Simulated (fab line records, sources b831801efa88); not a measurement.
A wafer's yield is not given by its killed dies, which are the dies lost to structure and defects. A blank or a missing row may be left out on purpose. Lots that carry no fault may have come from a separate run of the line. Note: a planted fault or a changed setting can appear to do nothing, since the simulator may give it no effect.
A lot that was struck, set against a sound lot || flow sky130 || 15 out of 708 route steps
Sound: wafers L459.2, L459.3, L459.4. Wafers L462.1, L462.2, L462.3 were the ones struck. The cause comes at the end.
Order at every step that has rows: each side's tool, ch and its chambers, its first start. Under that, the readings that differ: sound wafers || struck wafers || difference of the means || sigmas: that difference in standard deviations of wafers without a fault.
alike: words and numbers the same on both sides, and readings whose means are apart by under 2 such deviations; not compared: readings that were withheld, readings missing a value for some wafer, numbers with overlapping values and no deviation given by the record, and bounds like >300 which may hide the same value.
The two part at a step that has a row with sigmas, a row that says differs or no value, or rows on one side only. Non-overlapping numbers with no deviation appear without sigmas and do not part them. A reading that every wafer of one side lacks parts them only if that side has two wafers or more.

SKY_VIA2_STRIP_16: strips in O2/N2.
  sound on plasma asher-02 ch 0,1, day 39 17:17; struck on plasma asher-02 ch 0,1, day 40 15:29
  alike: drypump motor current A, oes product au, strip time to endpoint s
  not compared: rf hours counter h
then, 3 steps without rows for these wafers: SKY_VIA2_STRIP_17 (strips in post etch residue remover, time 1200 s); SKY_VIA2_CLEAN_18 (cleans in IPA, time 180 s); SKY_VIA2_CLEAN_19 (cleans in O3/DIW).
SKY_VIA2_SPUTTER_20: material TiN, target thk 20 nm, time 80 s.
  sound: pvd sputter-03 at day 39 17:56; struck: pvd sputter-01 at day 40 16:04
  alike: cathode dc power W, throttle valve pct
SKY_VIA2_CVD_21: deposits W, target thk 420 nm, time 126.4 s.
  sound on cvd w-02 ch 0,1, day 39 17:59; struck on cvd w-01 ch 0,1, day 40 16:08
{"reading": "heater power w (W)", "sound": "913 890 928", "struck": "735 841 741", "difference": -138, "sigmas": -2}
SKY_VIA2_RS_MEAS_22: measures by four-point-probe.
  sound: film metro-04 at day 39 18:08; struck: film metro-04 at day 40 16:16
  alike: VIA2_W_RS
SKY_VIA2_THK_MEAS_23: measures by xrf.
  sound: film metro-04 at day 39 18:15; struck: film metro-04 at day 40 16:23
  alike: VIA2_W_THK
SKY_VIA2_CMP_24: polishes, stops on SiO2, t overpolish 20 s, target thk 0 nm.
  sound on cmp-01 ch 1,2,3, day 39 21:59; struck on cmp-01 ch 0,2,3, day 40 16:26
  alike: motor current A, overpolish run s, time to endpoint s
SKY_METAL3_SPUTTER_00: material Ti, target thk 15 nm, time 10 s.
  sound: pvd sputter-01 at day 39 22:17; struck: pvd sputter-04 at day 40 16:44
  alike: cathode dc power W, throttle valve pct
then, 2 steps without rows for these wafers: SKY_METAL3_SPUTTER_01 (material TiN, target thk 20 nm, time 16.7 s); SKY_METAL3_SPUTTER_02 (material AlCu, target thk 735 nm, time 39.1 s).
SKY_METAL3_SPUTTER_03: material Ti, target thk 5 nm, time 3.3 s.
  sound: pvd sputter-01 at day 39 22:23; struck: pvd sputter-04 at day 40 16:50
{"reading": "cathode dc power W (W)", "sound": "3000.2 2999.9 3000.0", "struck": "3150.7 3151.1 3152.0", "difference": "+151.2", "sigmas": "+99 or more"}
{"reading": "model.Ti_of_METAL3_SPUTTER_03.thk nm (nm)", "sound": "5.016 4.938 4.942", "struck": "5.316 5.409 5.397", "difference": "+0.409", "sigmas": ""}
  alike: throttle valve pct
then, 1 step without rows for these wafers: SKY_METAL3_SPUTTER_04 (material TiN, target thk 70 nm, time 58.3 s).
-- the record jumps here: 9 days lie between the struck wafers' starts before and after (it left off in module METAL3 and takes up again in module PAD_OPEN, whose first step shown is number 708 of the route) --
SKY_PAD_OPEN_PROBE_99:
  sound: prober-02 at day 48 15:23; struck: prober-02 at day 49 05:40
{"reading": "killed at front end", "sound": "13 8 8", "struck": "16 17 25", "difference": "+10", "sigmas": "+2"}
  alike: defect limited yield, killed_at_M0_to_M3, killed_at_M4_up, killed at contacts, killed at other, killed dies, killed on rim, killed open, killed short, sort_bin_3_pad_short, sort_bin_5_function, sort_bin_6_memory, sort n pass, sort yield pct

== WHERE THEY PART ==
First at SKY_VIA2_CVD_21; last, within this record, at SKY_PAD_OPEN_PROBE_99.

WHY: what the simulator had put in
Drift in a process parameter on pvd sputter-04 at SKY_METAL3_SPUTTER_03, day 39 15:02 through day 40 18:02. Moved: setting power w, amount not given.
